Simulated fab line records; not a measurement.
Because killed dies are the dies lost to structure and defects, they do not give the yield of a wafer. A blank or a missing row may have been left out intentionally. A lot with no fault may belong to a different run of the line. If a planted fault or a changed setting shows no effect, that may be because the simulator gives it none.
Which tool is to blame?	flow sky130	39 wafers from 13 lots sampled at 2 of the route's 708 steps

WHAT THE GAUGES SHOWED, per wafer
SKY_RES_XHIGH_TW_MEAS_09. Usual: RES_XHIGH_TW typically reads 1629, with standard deviation 11.
lot	measured	on	RES_XHIGH_TW	flag
L662	day 26 21:25	filmMetro-04	1622 1625 1628	
L664	day 27 19:23	filmMetro-03	1648 1648 1635	
L665	day 28 06:53	filmMetro-03	1636 1640 1635	
L666	day 28 14:32	filmMetro-03	1640 1644 1633	
L669	day 29 17:35	filmMetro-02	1622 1619 1615	
L670	day 29 21:23	filmMetro-02	1619 1618 1632	
L671	day 30 05:46	filmMetro-04	1621 1627 1630	
L672	day 30 13:59	filmMetro-04	1627 1621 1625	
L675	day 31 17:51	filmMetro-02	30 30 30	OFF
L681	day 33 15:32	filmMetro-03	1646 1642 1644	
L682	day 33 22:51	filmMetro-02	1626 1633 1640	
L683	day 34 01:52	filmMetro-02	1628 1641 1644	
L684	day 34 09:27	filmMetro-04	1623 1618 1614	

TOOL THAT RAN EACH LOT (tool first, then ch and the chambers of the sampled wafers, then the start)
lot	SKY_RES_XHIGH_EXPOSE_04
L662	ilineStepper-02 ch 0, day 26 07:02
L664	ilineStepper-01 ch 0, day 27 04:56
L665	ilineStepper-02 ch 0, day 27 17:27
L666	ilineStepper-01 ch 0, day 28 00:32
L669	ilineStepper-02 ch 0, day 29 04:16
L670	ilineStepper-02 ch 0, day 29 08:26
L671	ilineStepper-01 ch 0, day 29 15:28
L672	ilineStepper-01 ch 0, day 29 23:25
L675	ilineStepper-02 ch 0, day 31 04:08
L681	ilineStepper-02 ch 0, day 33 01:50
L682	ilineStepper-02 ch 0, day 33 09:03
L683	ilineStepper-01 ch 0, day 33 12:04
L684	ilineStepper-02 ch 0, day 33 20:57
- SKY_RES_XHIGH_EXPOSE_04: exposes mask URPM, target cd 1270 nm.

AS READ BY THE TOOLS THEMSELVES (means over the sampled wafers that have a number; for cases with no such wafer, the mark the record gives instead)
SKY_RES_XHIGH_EXPOSE_04. Usual: 22.99 C for reticleTempC, sd 0.1.
lot	tool	reticleTempC (C)	flag
L662	ilineStepper-02	23.00	
L664	ilineStepper-01	23.05	
L665	ilineStepper-02	23.05	
L666	ilineStepper-01	22.96	
L669	ilineStepper-02	23.05	
L670	ilineStepper-02	22.93	
L671	ilineStepper-01	22.92	
L672	ilineStepper-01	22.87	
L675	ilineStepper-02	22.90	
L681	ilineStepper-02	22.96	
L682	ilineStepper-02	22.98	
L683	ilineStepper-01	22.85	
L684	ilineStepper-02	23.08	

THE ANSWER, worked out from the rows above alone
Rule: a lot is off if the mean of its wafers that have a number lies more than 3 standard deviations from the usual mean. Also off: a lot with no number at a reading for which 4 or more lots have one. Where the step has rows for the other lots, those lots are counted as sound. The gauges are gone through in route order, then the tools' own readings, and for those a lot's mean is taken as printed above. At the first step where some lot is off, the reading lying furthest off is the one used; lots without a number count as furthest.
Off: L675, seen at SKY_RES_XHIGH_TW_MEAS_09 (RES_XHIGH_TW).
A tool fits if, at a process step before that reading, it ran every lot that is off, and no sound lot after the first of them. Those tools and the gauges at SKY_RES_XHIGH_TW_MEAS_09 are tried in the same way. Of those tried, none fits.

WHAT HAD BEEN PUT IN BY THE SIMULATOR
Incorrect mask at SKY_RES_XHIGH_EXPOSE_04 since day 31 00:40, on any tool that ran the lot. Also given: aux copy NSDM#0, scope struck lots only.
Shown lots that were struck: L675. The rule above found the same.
